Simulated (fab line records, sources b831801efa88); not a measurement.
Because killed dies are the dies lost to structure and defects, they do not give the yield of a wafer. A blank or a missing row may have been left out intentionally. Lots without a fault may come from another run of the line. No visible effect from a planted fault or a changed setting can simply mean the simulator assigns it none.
Lot-split experiment :: flow gf180mcu :: on a route of 602 steps: 5 lots, 23 wafers read

== ON THE SPLIT ==
At GF_V1_COAT_09 (resist thk 1000 nm), the setting resist-thk-nm was moved away from the recipe's 1000 nm on 10 of the 23 wafers read, by -5.5% to +3.9%. This setting was run at the recipe's value on the other wafers.

Reading taken at the split's own step.

== THE READING ==
KrF_of_V1_COAT_09.thk-nm (the simulator's own value, which no gauge read), in nm, at GF_V1_COAT_09 (resist thk 1000 nm). The file gives no usual value for it. The 13 wafers here that ran the recipe average 1000.7 nm, standard deviation 2.5 nm.

wafer: L075.2
tool, chamber at the split: litho-track-01, 0
resist-thk-nm as run, nm: 1000
against the recipe: recipe
KrF_of_V1_COAT_09.thk-nm, nm: 1003
against lot-mates on the recipe: -

wafer: L075.3
tool, chamber at the split: litho-track-01, 0
resist-thk-nm as run, nm: 1000
against the recipe: recipe
KrF_of_V1_COAT_09.thk-nm, nm: 1001
against lot-mates on the recipe: -

wafer: L075.4
tool, chamber at the split: litho-track-01, 0
resist-thk-nm as run, nm: 944.9
against the recipe: -5.5%
KrF_of_V1_COAT_09.thk-nm, nm: 946.9
against lot-mates on the recipe: -55.1

wafer: L075.5
tool, chamber at the split: litho-track-01, 0
resist-thk-nm as run, nm: 944.9
against the recipe: -5.5%
KrF_of_V1_COAT_09.thk-nm, nm: 945.8
against lot-mates on the recipe: -56.2

wafer: L075.6
tool, chamber at the split: litho-track-01, 0
resist-thk-nm as run, nm: 944.9
against the recipe: -5.5%
KrF_of_V1_COAT_09.thk-nm, nm: 945.6
against lot-mates on the recipe: -56.4

wafer: L078.1
tool, chamber at the split: litho-track-02, 0
resist-thk-nm as run, nm: 966.5
against the recipe: -3.3%
KrF_of_V1_COAT_09.thk-nm, nm: 965.5
against lot-mates on the recipe: -33.3

wafer: L078.2
tool, chamber at the split: litho-track-02, 0
resist-thk-nm as run, nm: 966.5
against the recipe: -3.3%
KrF_of_V1_COAT_09.thk-nm, nm: 962.9
against lot-mates on the recipe: -35.9

wafer: L078.3
tool, chamber at the split: litho-track-02, 0
resist-thk-nm as run, nm: 1000
against the recipe: recipe
KrF_of_V1_COAT_09.thk-nm, nm: 999.8
against lot-mates on the recipe: -

wafer: L078.5
tool, chamber at the split: litho-track-02, 0
resist-thk-nm as run, nm: 966.5
against the recipe: -3.3%
KrF_of_V1_COAT_09.thk-nm, nm: 965
against lot-mates on the recipe: -33.8

wafer: L078.6
tool, chamber at the split: litho-track-02, 0
resist-thk-nm as run, nm: 1000
against the recipe: recipe
KrF_of_V1_COAT_09.thk-nm, nm: 997.9
against lot-mates on the recipe: -

wafer: L079.1
tool, chamber at the split: litho-track-01, 0
resist-thk-nm as run, nm: 1039
against the recipe: +3.9%
KrF_of_V1_COAT_09.thk-nm, nm: 1040
against lot-mates on the recipe: +41.6

wafer: L079.2
tool, chamber at the split: litho-track-01, 0
resist-thk-nm as run, nm: 1039
against the recipe: +3.9%
KrF_of_V1_COAT_09.thk-nm, nm: 1036
against lot-mates on the recipe: +37.6

wafer: L079.3
tool, chamber at the split: litho-track-01, 0
resist-thk-nm as run, nm: 1000
against the recipe: recipe
KrF_of_V1_COAT_09.thk-nm, nm: 999.5
against lot-mates on the recipe: -

wafer: L079.5
tool, chamber at the split: litho-track-01, 0
resist-thk-nm as run, nm: 1000
against the recipe: recipe
KrF_of_V1_COAT_09.thk-nm, nm: 998.7
against lot-mates on the recipe: -

wafer: L079.6
tool, chamber at the split: litho-track-01, 0
resist-thk-nm as run, nm: 1000
against the recipe: recipe
KrF_of_V1_COAT_09.thk-nm, nm: 996.9
against lot-mates on the recipe: -

wafer: L080.2
tool, chamber at the split: litho-track-04, 0
resist-thk-nm as run, nm: 1000
against the recipe: recipe
KrF_of_V1_COAT_09.thk-nm, nm: 1004
against lot-mates on the recipe: -

wafer: L080.5
tool, chamber at the split: litho-track-04, 0
resist-thk-nm as run, nm: 1000
against the recipe: recipe
KrF_of_V1_COAT_09.thk-nm, nm: 996.7
against lot-mates on the recipe: -

wafer: L080.6
tool, chamber at the split: litho-track-04, 0
resist-thk-nm as run, nm: 1000
against the recipe: recipe
KrF_of_V1_COAT_09.thk-nm, nm: 1002
against lot-mates on the recipe: -

wafer: L083.1
tool, chamber at the split: litho-track-04, 0
resist-thk-nm as run, nm: 975.3
against the recipe: -2.5%
KrF_of_V1_COAT_09.thk-nm, nm: 977.6
against lot-mates on the recipe: -25.4

wafer: L083.2
tool, chamber at the split: litho-track-04, 0
resist-thk-nm as run, nm: 1000
against the recipe: recipe
KrF_of_V1_COAT_09.thk-nm, nm: 1002
against lot-mates on the recipe: -

wafer: L083.3
tool, chamber at the split: litho-track-04, 0
resist-thk-nm as run, nm: 975.3
against the recipe: -2.5%
KrF_of_V1_COAT_09.thk-nm, nm: 978.9
against lot-mates on the recipe: -24.1

wafer: L083.4
tool, chamber at the split: litho-track-04, 0
resist-thk-nm as run, nm: 1000
against the recipe: recipe
KrF_of_V1_COAT_09.thk-nm, nm: 1004
against lot-mates on the recipe: -

wafer: L083.5
tool, chamber at the split: litho-track-04, 0
resist-thk-nm as run, nm: 1000
against the recipe: recipe
KrF_of_V1_COAT_09.thk-nm, nm: 1003
against lot-mates on the recipe: -

FIT RESULTS
A straight line over all 23 wafers: KrF_of_V1_COAT_09.thk-nm changes by +9.92 nm for each +1% of resist-thk-nm; r = +1.00; the points scatter about the line by 2.5 nm.
The same after taking each lot's own level away (the mean of its wafers on the recipe; 23 wafers): +10.2 nm for each +1%; r = +1.00; scatter 1.6 nm.
On that fit, the largest move of resist-thk-nm shifts the reading by 56 nm.
From 998.37 to 1003.00 nm: that is the span of the lots' own levels, equal to 1.9 times the standard deviation above.
Consequently the slope shifts little with the lot-to-lot level, the two slopes agreeing.
Check: with one of the wafers moved furthest among these (-5.5%) left out of the fit, the line predicts -56.2 nm for it against its lot-mates. Against them it came out at -55.1 nm.

== ADDITIONAL SPLITS CARRIED BY THESE WAFERS ==
Note: prior to the reading, these wafers also went through further splits. Each is held against what the fit with the lots' levels taken away leaves over:
other split on the same wafers: GF_HV_LDD_IMPLANT_09 dose-cm2
wafers away from the commonest value: 10
r with KrF_of_V1_COAT_09.thk-nm (lot level and that fit taken away): -0.16

other split on the same wafers: GF_HV_LDD_EXPOSE_16 dose-mj
wafers away from the commonest value: 5
r with KrF_of_V1_COAT_09.thk-nm (lot level and that fit taken away): +0.21

other split on the same wafers: GF_HV_LDD_COAT_41 resist-thk-nm
wafers away from the commonest value: 5
r with KrF_of_V1_COAT_09.thk-nm (lot level and that fit taken away): -0.11

other split on the same wafers: GF_NSD_COAT_02 resist-thk-nm
wafers away from the commonest value: 8
r with KrF_of_V1_COAT_09.thk-nm (lot level and that fit taken away): -0.01

other split on the same wafers: GF_M1_SPUTTER_00 time-s
wafers away from the commonest value: 6
r with KrF_of_V1_COAT_09.thk-nm (lot level and that fit taken away): +0.20

other split on the same wafers: GF_M1_SPUTTER_04 chamber-pressure-pa
wafers away from the commonest value: 15
r with KrF_of_V1_COAT_09.thk-nm (lot level and that fit taken away): -0.08

== FILE'S OWN FIT ==
KrF_of_V1_COAT_09.thk-nm changes by +10.2 nm for each +1% of resist-thk-nm, r = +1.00.
